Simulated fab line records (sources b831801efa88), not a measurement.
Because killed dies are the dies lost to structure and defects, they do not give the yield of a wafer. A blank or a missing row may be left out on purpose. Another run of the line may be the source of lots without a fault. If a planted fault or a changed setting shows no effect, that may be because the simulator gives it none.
Which of the tools did it? :: flow sky130 :: 11 lots with 33 wafers sampled at 3 steps, on a route of 708 steps

WHAT THE GAUGES SHOWED, per wafer
SKY_METAL5_THK_MEAS_06: measures by xrf. Usual: METAL5_ALCU_THK gives 1150 nm (standard deviation 14).
lot: L296
measured: day 41 17:15
on: film-metro-02
METAL5_ALCU_THK (nm): 1130 1153 1146
flag: 

lot: L297
measured: day 42 18:03
on: film-metro-02
METAL5_ALCU_THK (nm): 1155 1155 1150
flag: 

lot: L301
measured: day 44 13:19
on: film-metro-02
METAL5_ALCU_THK (nm): 1147 1165 1151
flag: 

lot: L303
measured: day 45 09:08
on: film-metro-02
METAL5_ALCU_THK (nm): 1140 1145 1149
flag: 

lot: L304
measured: day 45 19:14
on: film-metro-02
METAL5_ALCU_THK (nm): 1162 1158 1164
flag: 

lot: L313
measured: day 47 22:03
on: film-metro-01
METAL5_ALCU_THK (nm): 1149 1135 1144
flag: 

lot: L315
measured: day 47 23:27
on: film-metro-03
METAL5_ALCU_THK (nm): 1137 1145 1151
flag: 

lot: L316
measured: day 48 10:50
on: film-metro-02
METAL5_ALCU_THK (nm): 1158 1131 1154
flag: 

lot: L317
measured: day 49 01:30
on: film-metro-03
METAL5_ALCU_THK (nm): 1149 1162 1155
flag: 

lot: L318
measured: day 49 02:59
on: film-metro-02
METAL5_ALCU_THK (nm): 1130 1124 1134
flag: 

lot: L319
measured: day 49 06:32
on: film-metro-01
METAL5_ALCU_THK (nm): 1133 1153 1153
flag: 

SKY_PASSIVATION_THK_MEAS_01. Usual: PASSIVATION_CVD_00_THK gives 90.2 nm (standard deviation 1.2).
lot: L296
measured: day 42 18:05
on: film-metro-03
PASSIVATION_CVD_00_THK (nm): 89.2 91.2 90.9
flag: 

lot: L297
measured: day 43 17:36
on: film-metro-02
PASSIVATION_CVD_00_THK (nm): 89.5 91.0 91.5
flag: 

lot: L301
measured: day 45 11:28
on: film-metro-02
PASSIVATION_CVD_00_THK (nm): 90.8 91.5 91.5
flag: 

lot: L303
measured: day 46 06:12
on: film-metro-04
PASSIVATION_CVD_00_THK (nm): 90.8 90.9 91.9
flag: 

lot: L304
measured: day 46 16:21
on: film-metro-04
PASSIVATION_CVD_00_THK (nm): 89.3 91.5 89.7
flag: 

lot: L313
measured: day 48 17:52
on: film-metro-04
PASSIVATION_CVD_00_THK (nm): 90.5 91.3 92.1
flag: 

lot: L315
measured: day 48 18:54
on: film-metro-04
PASSIVATION_CVD_00_THK (nm): 89.7 89.6 91.7
flag: 

lot: L316
measured: day 49 05:48
on: film-metro-04
PASSIVATION_CVD_00_THK (nm): 90.0 91.9 90.2
flag: 

lot: L317
measured: day 49 21:13
on: film-metro-03
PASSIVATION_CVD_00_THK (nm): 88.4 89.2 90.0
flag: 

lot: L318
measured: day 49 22:31
on: film-metro-02
PASSIVATION_CVD_00_THK (nm): 90.2 91.1 91.4
flag: 

lot: L319
measured: day 50 01:09
on: film-metro-03
PASSIVATION_CVD_00_THK (nm): 88.2 90.3 89.0
flag: 

WHICH TOOL RAN EACH LOT (tool, then ch and the chambers of the sampled wafers, then the start)
lot: L296
SKY_VIA4_STRIP_13: plasma-asher-03 ch 0,1, day 41 15:40

lot: L297
SKY_VIA4_STRIP_13: plasma-asher-03 ch 0,1, day 42 16:28

lot: L301
SKY_VIA4_STRIP_13: plasma-asher-01 ch 0,1, day 44 11:43

lot: L303
SKY_VIA4_STRIP_13: plasma-asher-03 ch 0,1, day 45 07:34

lot: L304
SKY_VIA4_STRIP_13: plasma-asher-03 ch 0,1, day 45 17:40

lot: L313
SKY_VIA4_STRIP_13: plasma-asher-02 ch 0,1, day 47 20:27

lot: L315
SKY_VIA4_STRIP_13: plasma-asher-02 ch 0,1, day 47 21:52

lot: L316
SKY_VIA4_STRIP_13: plasma-asher-01 ch 0,1, day 48 09:13

lot: L317
SKY_VIA4_STRIP_13: plasma-asher-01 ch 0,1, day 48 23:55

lot: L318
SKY_VIA4_STRIP_13: plasma-asher-03 ch 0,1, day 49 01:22

lot: L319
SKY_VIA4_STRIP_13: plasma-asher-03 ch 0,1, day 49 04:58
- SKY_VIA4_STRIP_13: strips in O2/N2.

WHAT THE TOOLS THEMSELVES READ (means of the sampled wafers that have a number; where no wafer has one, the mark that the record gives instead)
SKY_VIA4_STRIP_13. Usual: chamber-pressure-mTorr 1500.1 mTorr, standard deviation 1.3; drypump-motor-current-A 5.9 A, standard deviation 0.42; oes-product-au 0.710 a.u., standard deviation 0.0044; strip-time-to-endpoint-s 12.81 s, standard deviation 0.032.
lot: L296
tool: plasma-asher-03
chamber-pressure-mTorr (mTorr): 1500.7
drypump-motor-current-A (A): 5.4
oes-product-au (a.u.): 0.712
strip-time-to-endpoint-s (s): 12.88
flag: 

lot: L297
tool: plasma-asher-03
chamber-pressure-mTorr (mTorr): 1500.0
drypump-motor-current-A (A): 5.6
oes-product-au (a.u.): 0.708
strip-time-to-endpoint-s (s): 12.80
flag: 

lot: L301
tool: plasma-asher-01
chamber-pressure-mTorr (mTorr): 1500.3
drypump-motor-current-A (A): 5.6
oes-product-au (a.u.): 0.712
strip-time-to-endpoint-s (s): 12.80
flag: 

lot: L303
tool: plasma-asher-03
chamber-pressure-mTorr (mTorr): 1500.4
drypump-motor-current-A (A): 5.4
oes-product-au (a.u.): 0.712
strip-time-to-endpoint-s (s): 12.81
flag: 

lot: L304
tool: plasma-asher-03
chamber-pressure-mTorr (mTorr): 1500.1
drypump-motor-current-A (A): 5.4
oes-product-au (a.u.): 0.708
strip-time-to-endpoint-s (s): 12.79
flag: 

lot: L313
tool: plasma-asher-02
chamber-pressure-mTorr (mTorr): 1500.7
drypump-motor-current-A (A): 6.3
oes-product-au (a.u.): 0.708
strip-time-to-endpoint-s (s): 12.87
flag: 

lot: L315
tool: plasma-asher-02
chamber-pressure-mTorr (mTorr): 1499.7
drypump-motor-current-A (A): 6.4
oes-product-au (a.u.): 0.708
strip-time-to-endpoint-s (s): 12.85
flag: 

lot: L316
tool: plasma-asher-01
chamber-pressure-mTorr (mTorr): 1499.4
drypump-motor-current-A (A): 5.7
oes-product-au (a.u.): 0.703
strip-time-to-endpoint-s (s): 12.79
flag: 

lot: L317
tool: plasma-asher-01
chamber-pressure-mTorr (mTorr): 1499.2
drypump-motor-current-A (A): 5.6
oes-product-au (a.u.): 0.709
strip-time-to-endpoint-s (s): 12.82
flag: 

lot: L318
tool: plasma-asher-03
chamber-pressure-mTorr (mTorr): 1499.2
drypump-motor-current-A (A): 5.6
oes-product-au (a.u.): 0.708
strip-time-to-endpoint-s (s): 12.81
flag: 

lot: L319
tool: plasma-asher-03
chamber-pressure-mTorr (mTorr): 1500.8
drypump-motor-current-A (A): 5.4
oes-product-au (a.u.): 0.710
strip-time-to-endpoint-s (s): 12.78
flag: 

THE ANSWER, worked out from the rows above alone
Rule: lot off if the mean of its wafers having a number is beyond 3 standard deviations from the usual mean. Also off: a lot with no number at a reading for which 4 or more lots have one. The other lots that the step has rows for count as sound. Order of review: gauges by route order, followed by the tools' own readings, for which a lot's mean as printed above is used. At the first step where some lot is off, the reading lying furthest off is the one used; lots without a number count as furthest.
None of the lots is off at any reading shown; this tells nothing.

WHAT WAS PUT IN BY THE SIMULATOR
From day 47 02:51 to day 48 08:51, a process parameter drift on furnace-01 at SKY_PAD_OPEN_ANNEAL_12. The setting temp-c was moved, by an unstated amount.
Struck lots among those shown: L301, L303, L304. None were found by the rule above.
